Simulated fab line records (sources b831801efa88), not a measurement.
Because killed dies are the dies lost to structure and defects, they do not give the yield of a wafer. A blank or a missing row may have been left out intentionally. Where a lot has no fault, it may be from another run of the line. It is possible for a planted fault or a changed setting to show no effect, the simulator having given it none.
fab line records | flow sky130
record lots=12 | wafers=36 | lastDay=50
route steps=708 shown CAP2M@617 VIA4@659 PASSIVATION@682 PAD_OPEN@701
lots that met no fault: taken from a fault-free run of the same line
startH: hours from the record's opening day to when the first of the lot's shown wafers began | waitH: hours from the lot's prior step to this one | " as in the row above | L1.1+2: one row covering several wafers at once | - value missing, or start not given | * or withheld: withheld | < > ~ a bound
route shown NAME@n: names a module that has steps shown in the file, with the first one's number in the route | usual: average and standard deviation across the fault-free wafers | same: alike in all rows | chamber/n: place in a boat | sites: each site's reading | _std_site: the values' standard deviation | _edge_site: inner sites' mean taken away from outer sites' mean | radiusMm: for every site, how far away it sits from the centre of the wafer | mask NAME#n: copy n | behind: tool/chamber where the wafer was last shaped | hold: the reason the lot was held/the length of the hold in hours/how it ended | device: whichever transistor did not switch (one of n, p or np) | end of line: tests of these same wafers at the route's end | a step given without rows: its recipe and nothing more | killed: dies lost to structure and defects at the first sort, not the wafer's yield | map: shows each die of a wafer: x if killed, . if not, _ if none is there
set.NAME: the run value of the setting; set.NAME@STEP: its run value at that earlier step | model.NAME: the simulator's own value behind a step, which no gauge read
a sample of lots followed through the steps of the route, with each step as a table and each wafer as a row
services: the hour from which a tool's chamber was out of use, counted from the record's first day as startH (under 0 if before that day), plus the number of hours and why
## steps
# step SKY_CAP2M_STRIP_14
# recipe chemistry=O2/N2 | powerW=1400 | pressureMtorr=1500 | platenTempC=withheld | o2FlowSccm=3000 | n2FlowSccm=300 | overashFraction=0.5
# usual drypumpMotorCurrentA=5.5/0.34 | oesProductAu=0.711/0.0043 | stripTimeToEndpointS=12.67/0.04
lot.wafer | tool           | chamber | startH  | waitH | drypumpMotorCurrentA | oesProductAu | rfHoursCounterH | stripTimeToEndpointS
L257.4    | plasmaAsher-04 | 0       | 963.26  | 0.1   | 5.3                  | 0.712        | -               | 12.65
L257.5    | "              | 1       | "       | "     | 5.3                  | 0.711        | -               | 12.62
L257.6    | "              | 0       | "       | "     | 5.3                  | 0.717        | -               | 12.65
L258.3    | plasmaAsher-02 | 1       | 967.86  | 0.1   | 5.4                  | 0.712        | -               | 12.74
L258.4    | "              | 0       | "       | "     | 5.5                  | 0.709        | -               | 12.71
L258.6    | "              | 1       | "       | "     | 5.4                  | 0.708        | -               | 12.67
L259.1    | plasmaAsher-02 | 0       | 971.23  | 0.1   | 5.5                  | 0.710        | 54              | 12.65
L259.3    | "              | 0       | "       | "     | 5.5                  | 0.716        | -               | 12.71
L259.6    | "              | 1       | "       | "     | 5.4                  | 0.711        | -               | 12.69
L261.2    | plasmaAsher-02 | 0       | 997.22  | 0.1   | 5.5                  | 0.709        | 57              | 12.71
L261.3    | "              | 1       | "       | "     | 5.4                  | 0.708        | -               | 12.78
L261.6    | "              | 0       | "       | "     | 5.5                  | 0.708        | -               | 12.71
L263.1    | plasmaAsher-03 | 0       | 1011.03 | 0.1   | 6.5                  | 0.712        | 118             | 12.64
L263.2    | "              | 1       | "       | "     | 5.3                  | 0.717        | 118             | 12.67
L263.3    | "              | 1       | "       | "     | 5.3                  | 0.718        | -               | 12.66
L264.3    | plasmaAsher-04 | 0       | 1018.51 | 0.1   | 5.3                  | 0.715        | -               | 12.67
L264.4    | "              | 1       | "       | "     | 5.4                  | 0.704        | -               | 12.63
L264.5    | "              | 0       | "       | "     | 5.3                  | 0.705        | -               | 12.60
L265.1    | plasmaAsher-02 | 1       | 1021.76 | 0.1   | 5.4                  | 0.715        | 59              | 12.75
L265.4    | "              | 0       | "       | "     | 5.5                  | 0.710        | -               | 12.71
L265.6    | "              | 0       | "       | "     | 5.5                  | 0.705        | -               | 12.75
L267.1    | plasmaAsher-04 | 0       | 1033.88 | 0.1   | 5.3                  | 0.715        | 29              | 12.68
L267.3    | "              | 1       | "       | "     | 5.3                  | 0.715        | -               | 12.61
L267.5    | "              | 0       | "       | "     | 5.3                  | 0.717        | -               | 12.65
L269.1    | plasmaAsher-04 | 1       | 1049.23 | 0.1   | 5.3                  | 0.711        | 31              | 12.62
L269.2    | "              | 0       | "       | "     | 5.3                  | 0.705        | 31              | 12.74
L269.6    | "              | 0       | "       | "     | 5.3                  | 0.717        | -               | 12.66
L275.1    | plasmaAsher-03 | 1       | 1083.03 | 0.1   | 5.3                  | 0.714        | 2               | 12.69
L275.5    | "              | 0       | "       | "     | 6.4                  | 0.713        | -               | 12.67
L275.6    | "              | 1       | "       | "     | 5.4                  | 0.711        | -               | 12.66
L277.3    | plasmaAsher-02 | 1       | 1094.48 | 0.1   | 5.4                  | 0.715        | -               | 12.74
L277.4    | "              | 0       | "       | "     | 5.5                  | 0.712        | -               | 12.77
L277.5    | "              | 0       | "       | "     | 5.5                  | 0.719        | -               | 12.76
L279.1    | plasmaAsher-04 | 0       | 1101.75 | 0.1   | 5.3                  | 0.707        | 36              | 12.67
L279.3    | "              | 1       | "       | "     | 5.3                  | 0.708        | -               | 12.63
L279.6    | "              | 0       | "       | "     | 5.3                  | 0.716        | -               | 12.67
# step SKY_VIA4_THK_MEAS_20
# recipe thkMeasGauge=xrf | reads=W_of_VIA4_CVD_18
# usual VIA4_W_THK=497/6.9
lot.wafer | tool         | chamber | startH  | waitH | VIA4_W_THK[nm]
L257.4    | filmMetro-01 | -       | 1014.35 | 0.1   | 502
L257.5    | "            | -       | "       | "     | 509
L257.6    | "            | -       | "       | "     | 498
L258.3    | filmMetro-04 | -       | 1017.32 | 0.1   | 495
L258.4    | "            | -       | "       | "     | 497
L258.6    | "            | -       | "       | "     | 490
L259.1    | filmMetro-04 | -       | 1021.55 | 0.1   | 510
L259.3    | "            | -       | "       | "     | 508
L259.6    | "            | -       | "       | "     | 490
L261.2    | filmMetro-04 | -       | 1045.91 | 0.1   | 481
L261.3    | "            | -       | "       | "     | 482
L261.6    | "            | -       | "       | "     | 486
L263.1    | filmMetro-02 | -       | 1059.72 | 0.1   | 495
L263.2    | "            | -       | "       | "     | 503
L263.3    | "            | -       | "       | "     | 510
L264.3    | filmMetro-04 | -       | 1067.16 | 0.1   | 499
L264.4    | "            | -       | "       | "     | 496
L264.5    | "            | -       | "       | "     | 496
L265.1    | filmMetro-04 | -       | 1068.70 | 0.1   | 491
L265.4    | "            | -       | "       | "     | 502
L265.6    | "            | -       | "       | "     | 487
L267.1    | filmMetro-04 | -       | 1081.46 | 0.1   | 492
L267.3    | "            | -       | "       | "     | 501
L267.5    | "            | -       | "       | "     | 496
L269.1    | filmMetro-02 | -       | 1094.11 | 0.1   | 497
L269.2    | "            | -       | "       | "     | 496
L269.6    | "            | -       | "       | "     | 494
L275.1    | filmMetro-02 | -       | 1126.35 | 0.1   | 494
L275.5    | "            | -       | "       | "     | 494
L275.6    | "            | -       | "       | "     | 489
L277.3    | filmMetro-02 | -       | 1137.22 | 0.1   | 495
L277.4    | "            | -       | "       | "     | 511
L277.5    | "            | -       | "       | "     | 510
L279.1    | filmMetro-04 | -       | 1143.80 | 0.1   | 501
L279.3    | "            | -       | "       | "     | 489
L279.6    | "            | -       | "       | "     | 489
# step SKY_PASSIVATION_THK_MEAS_01
# recipe reads=SiO2_of_PASSIVATION_CVD_00
# usual PASSIVATION_CVD_00_THK=89.6/1.4
lot.wafer | tool         | chamber | startH  | waitH | PASSIVATION_CVD_00_THK[nm]
L257.4    | filmMetro-03 | -       | 1038.18 | -     | 90.0
L257.5    | "            | -       | "       | "     | 91.3
L257.6    | "            | -       | "       | "     | 90.7
L258.3    | filmMetro-02 | -       | 1042.12 | -     | 86.2
L258.4    | "            | -       | "       | "     | 88.7
L258.6    | "            | -       | "       | "     | 90.4
L259.1    | filmMetro-02 | -       | 1044.70 | -     | 90.4
L259.3    | "            | -       | "       | "     | 86.6
L259.6    | "            | -       | "       | "     | 89.3
L261.2    | filmMetro-04 | -       | 1069.11 | -     | 85.4
L261.3    | "            | -       | "       | "     | 88.8
L261.6    | "            | -       | "       | "     | 90.0
L263.1    | filmMetro-03 | -       | 1082.41 | -     | 90.3
L263.2    | "            | -       | "       | "     | 90.8
L263.3    | "            | -       | "       | "     | 88.2
L264.3    | filmMetro-02 | -       | 1089.80 | -     | 88.3
L264.4    | "            | -       | "       | "     | 89.6
L264.5    | "            | -       | "       | "     | 90.4
L265.1    | filmMetro-03 | -       | 1090.93 | -     | 89.2
L265.4    | "            | -       | "       | "     | 91.5
L265.6    | "            | -       | "       | "     | 88.8
L267.1    | filmMetro-03 | -       | 1102.95 | -     | 88.5
L267.3    | "            | -       | "       | "     | 89.0
L267.5    | "            | -       | "       | "     | 90.1
L269.1    | filmMetro-03 | -       | 1115.71 | -     | 90.6
L269.2    | "            | -       | "       | "     | 88.7
L269.6    | "            | -       | "       | "     | 91.6
L275.1    | filmMetro-02 | -       | 1146.78 | -     | 89.4
L275.5    | "            | -       | "       | "     | 90.6
L275.6    | "            | -       | "       | "     | 89.8
L277.3    | filmMetro-03 | -       | 1157.03 | -     | 88.0
L277.4    | "            | -       | "       | "     | 90.8
L277.5    | "            | -       | "       | "     | 90.4
L279.1    | filmMetro-02 | -       | 1163.35 | -     | 90.0
L279.3    | "            | -       | "       | "     | 87.0
L279.6    | "            | -       | "       | "     | 88.4
# step SKY_PAD_OPEN_ETCH_07
# recipe chemistry=CF4/O2 | targetDepthNm=725 | stopOn=AlCu | sourceW=800 | biasW=150 | pressureMtorr=150 | cf4FlowSccm=80 | O2_flow_sccm=10 | timeS=161.1
# usual drypumpMotorCurrentA=5.8/0.39 | oesProductAu=0.977/0.0076 | throttleValvePct=5.964/0.0094
lot.wafer | tool       | chamber | startH  | waitH | drypumpMotorCurrentA | oesProductAu | rfHoursCounterH | throttleValvePct
L257.4    | rieDiel-03 | 3       | 1081.32 | -     | 6.3                  | 0.986        | 20              | 5.950
L257.5    | "          | 1       | "       | "     | 5.5                  | 0.980        | -               | 5.965
L257.6    | "          | 0       | "       | "     | 6.0                  | 0.984        | -               | 5.955
L258.3    | rieDiel-04 | 0       | 1085.82 | -     | 5.7                  | 0.974        | 21              | 5.964
L258.4    | "          | 1       | "       | "     | 6.2                  | 0.972        | 10              | 5.976
L258.6    | "          | 1       | "       | "     | 6.2                  | 0.976        | -               | 5.945
L259.1    | rieDiel-02 | 2       | 1087.57 | -     | 5.8                  | 0.977        | 16              | 5.973
L259.3    | "          | 3       | "       | "     | 5.7                  | 0.964        | 13              | 5.979
L259.6    | "          | 1       | "       | "     | 5.7                  | 0.977        | -               | 5.957
L261.2    | rieDiel-03 | 0       | 1109.72 | -     | 6.0                  | 0.963        | 6               | 5.965
L261.3    | "          | 2       | "       | "     | 5.4                  | 0.969        | 15              | 5.975
L261.6    | "          | 0       | "       | "     | 6.0                  | 0.973        | -               | 5.971
L263.1    | rieDiel-02 | 1       | 1122.77 | -     | 5.7                  | 0.975        | 16              | 5.959
L263.2    | "          | 2       | "       | "     | 5.8                  | 0.979        | 17              | 5.982
L263.3    | "          | 0       | "       | "     | 5.2                  | 0.970        | 14              | 5.977
L264.3    | rieDiel-04 | 1       | 1129.67 | -     | 6.2                  | 0.967        | 12              | 5.956
L264.4    | "          | 2       | "       | "     | 6.5                  | 0.976        | 14              | 5.961
L264.5    | "          | 3       | "       | "     | 6.3                  | 0.980        | -               | 5.967
L265.1    | rieDiel-03 | 1       | 1131.27 | -     | 5.5                  | 0.979        | 9               | 5.967
L265.4    | "          | 3       | "       | "     | 6.3                  | 0.976        | 22              | 5.962
L265.6    | "          | 1       | "       | "     | 5.5                  | 0.981        | -               | 5.960
L267.1    | rieDiel-03 | 1       | 1142.47 | -     | 5.5                  | 0.974        | 10              | 5.956
L267.3    | "          | 0       | "       | "     | 6.1                  | 0.977        | 7               | 5.967
L267.5    | "          | 2       | "       | "     | 5.3                  | 0.977        | -               | 5.961
L269.1    | rieDiel-03 | 0       | 1154.27 | -     | 6.0                  | 0.971        | 8               | 5.967
L269.2    | "          | 2       | "       | "     | 5.3                  | 0.968        | 17              | 5.969
L269.6    | "          | 3       | "       | "     | 6.2                  | 0.988        | -               | 5.962
L275.1    | rieDiel-02 | 0       | 1181.32 | -     | 5.1                  | 0.968        | 16              | 5.952
L275.5    | "          | 1       | "       | "     | 5.7                  | 0.973        | -               | 5.965
L275.6    | "          | 2       | "       | "     | 5.8                  | 0.991        | -               | 5.988
L277.3    | rieDiel-02 | 2       | 1189.82 | -     | 5.8                  | 0.974        | 20              | 5.966
L277.4    | "          | 3       | "       | "     | 5.8                  | 0.995        | 17              | 5.972
L277.5    | "          | 0       | "       | "     | 5.2                  | 0.992        | -               | 5.972
L279.1    | rieDiel-02 | 2       | 1195.67 | -     | 5.7                  | 0.986        | 20              | 5.959
L279.3    | "          | 0       | "       | "     | 5.1                  | 0.996        | 16              | 5.975
L279.6    | "          | 1       | "       | "     | 5.7                  | 0.981        | -               | 5.966
# step SKY_PAD_OPEN_PROBE_99
# usual defectLimitedYield=82.9/1.7 | killed_at_M0_to_M3=42/6.1 | killed_at_M4_up=3.4/2 | killedAtContacts=23/4.8 | killedAtFrontEnd=15/3.8 | killedAtOther=0.3/0.48 | killedDies=84/8.5 | killedOpen=46/6.8 | killedShort=38/6.2 | sort_bin_3_pad_short=0.8/0.42 | sort_bin_5_function=10.1/1.4 | sort_bin_6_memory=6.2/0.99 | sortNPass=408/8.5 | sortYieldPct=82.9/1.7
# same grossDies=492 | killedAtBackSide=0 | sort_bin_4_leakage[%]=0 | sort_bin_8_speed[%]=0
lot.wafer | tool      | chamber | startH  | waitH | defectLimitedYield[%] | killed_at_M0_to_M3 | killed_at_M4_up | killedAtContacts | killedAtFrontEnd | killedAtOther | killedDies | killedOpen | killedShort | sort_bin_3_pad_short[%] | sort_bin_5_function[%] | sort_bin_6_memory[%] | sortNPass | sortYieldPct[%]
L267.1    | prober-02 | -       | 1144.88 | 0.1   | 84.1                  | 38                 | 3               | 16               | 20               | 1             | 78         | 37         | 40          | 1.0                     | 9.3                    | 5.5                  | 414       | 84.1
L267.3    | prober-02 | -       | 1144.98 | 0.2   | 74.2                  | 30                 | 4               | 19               | 15               | 59            | 127        | 29         | 39          | 4.9                     | 15.4                   | 5.5                  | 365       | 74.2
L267.5    | prober-02 | -       | 1145.08 | 0.2   | 79.7                  | 51                 | 4               | 24               | 21               | 0             | 100        | 48         | 50          | 0                       | 14.0                   | 6.3                  | 392       | 79.7
L269.1    | prober-02 | -       | 1156.67 | 0.1   | 69.9                  | 49                 | 3               | 17               | 14               | 65            | 148        | 41         | 41          | 4.1                     | 19.1                   | 6.9                  | 344       | 69.9
L269.2    | prober-02 | -       | 1156.72 | 0.1   | 83.7                  | 47                 | 3               | 12               | 17               | 1             | 80         | 53         | 25          | 0.6                     | 10.2                   | 5.5                  | 412       | 83.7
L269.6    | prober-02 | -       | 1156.92 | 0.2   | 84.1                  | 39                 | 6               | 22               | 11               | 0             | 78         | 48         | 28          | 0.6                     | 8.9                    | 6.3                  | 414       | 84.1
L279.3    | prober-01 | -       | 1198.13 | 0.2   | 83.3                  | 30                 | 4               | 33               | 15               | 0             | 82         | 55         | 27          | 0.4                     | 9.6                    | 6.7                  | 410       | 83.3
L279.6    | prober-01 | -       | 1198.28 | 0.2   | 84.1                  | 43                 | 4               | 18               | 13               | 0             | 78         | 43         | 35          | 0.4                     | 9.6                    | 5.9                  | 414       | 84.1
# killed by level:class
L267.1 VIA1:geometricParticle:open=9 VIA3:geometricParticle:open=8 CONTACT:geometricParticle:short=7 FIELD_ISO:geometricParticle:short=6 FIELD_ISO:geometricParticle:open=5 POLY_GATE:geometricParticle:short=5 VIA3:geometricParticle:short=5 LI_CONTACT:geometricParticle:open=4
L267.3 CAP2M:unspecified=59 VIA2:geometricParticle:open=7 FIELD_ISO:geometricParticle:short=6 POLY_GATE:geometricParticle:short=5 VIA3:geometricParticle:short=5 LI_CONTACT:geometricParticle:short=4 LI_CONTACT:geometricParticle:open=4 LOCAL_INTERCONNECT:geometricParticle:short=4
L267.5 POLY_GATE:geometricParticle:open=9 VIA1:geometricParticle:open=8 VIA3:geometricParticle:open=8 LOCAL_INTERCONNECT:geometricParticle:short=7 CONTACT:geometricParticle:open=7 METAL2:geometricParticle:short=7 VIA2:geometricParticle:short=6 LI_CONTACT:geometricParticle:open=5
L269.1 CAP2M:unspecified=65 METAL1:geometricParticle:short=10 VIA1:geometricParticle:open=10 LI_CONTACT:geometricParticle:open=8 FIELD_ISO:geometricParticle:short=4 VIA2:geometricParticle:open=4 CONTACT:geometricParticle:short=4 VIA1:geometricParticle:short=4
L269.2 VIA1:geometricParticle:open=15 VIA3:geometricParticle:open=10 FIELD_ISO:geometricParticle:open=9 LI_CONTACT:geometricParticle:open=5 CONTACT:geometricParticle:open=5 VIA1:geometricParticle:short=5 METAL2:geometricParticle:short=5 VIA2:geometricParticle:open=4
L269.6 VIA1:geometricParticle:open=14 CONTACT:geometricParticle:open=7 LI_CONTACT:geometricParticle:open=6 POLY_GATE:geometricParticle:open=5 LI_CONTACT:geometricParticle:short=5 METAL1:geometricParticle:open=5 VIA1:geometricParticle:short=4 VIA2:geometricParticle:open=4
L279.3 LI_CONTACT:geometricParticle:open=11 CONTACT:geometricParticle:open=10 VIA3:geometricParticle:open=10 FIELD_ISO:geometricParticle:open=7 VIA1:geometricParticle:open=5 CONTACT:geometricParticle:short=4 VIA3:geometricParticle:short=4 FIELD_ISO:geometricParticle:short=3
L279.6 CONTACT:geometricParticle:open=11 VIA1:geometricParticle:open=9 VIA3:geometricParticle:open=9 METAL1:geometricParticle:short=6 METAL2:geometricParticle:short=4 VIA2:geometricParticle:short=4 FIELD_ISO:geometricParticle:open=3 FIELD_ISO:geometricParticle:short=3
## services
tool           | chamber | startH  | hours | kind
rieDiel-03     | 0       | 945.62  | -     | clean
rieDiel-03     | 0       | 945.62  | 14.6  | scheduledDown
rieDiel-03     | 0       | 945.62  | 14.6  | ventCycle
plasmaAsher-03 | -       | 956.80  | 7.0   | pm
rieDiel-04     | 1       | 961.85  | 9.1   | repair
plasmaAsher-02 | -       | 964.40  | 2.8   | pm
rieDiel-02     | 0       | 974.20  | 7.0   | repair
rieDiel-02     | 1       | 975.35  | 4.3   | repair
plasmaAsher-02 | -       | 990.95  | 1.4   | repair
plasmaAsher-02 | -       | 1009.26 | 1.1   | repair
rieDiel-03     | 3       | 1050.89 | 14.3  | repair
plasmaAsher-03 | -       | 1055.25 | 9.0   | pm
rieDiel-04     | 0       | 1075.39 | 5.1   | repair
rieDiel-02     | 0       | 1106.02 | 1.5   | repair
rieDiel-03     | 2       | 1115.16 | 1.9   | repair
rieDiel-03     | 1       | 1118.52 | 2.0   | repair
rieDiel-02     | 0       | 1124.18 | 2.1   | repair
rieDiel-02     | 0       | 1135.53 | 3.4   | repair
plasmaAsher-03 | -       | 1137.02 | 4.1   | repair
rieDiel-04     | 0       | 1142.57 | 1.7   | repair
rieDiel-02     | 2       | 1144.05 | 4.7   | repair
rieDiel-04     | 2       | 1144.79 | 4.4   | repair
rieDiel-02     | 2       | 1176.25 | 1.9   | repair
plasmaAsher-02 | -       | 1178.92 | 3.6   | repair
## key
firstSign step=SKY_PAD_OPEN_PROBE_99 | reading=killedAtOther | direction=up | sigmas=62 | usual=0.3 | struck=62
effect step=SKY_PAD_OPEN_PROBE_99 | reading=sort_bin_3_pad_short | direction=up | sigmas=8.7 | usual=0.8 | struck=4.5
metAt SKY_CAP2M_STRIP_14
struckLots L267,L269
struckWafers L267.3,L269.1
notActingAt SKY_VIA4_THK_MEAS_20,SKY_PASSIVATION_THK_MEAS_01,SKY_PAD_OPEN_ETCH_07
onsetBetween 1018.51 1033.88
fault kind=chamberParticleSource | tool=plasmaAsher-04 | chamber=1 | onsetH=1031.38 | steps=SKY_CAP2M_STRIP_14 | ratePerVisitCm2=1.4961 | endH=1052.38
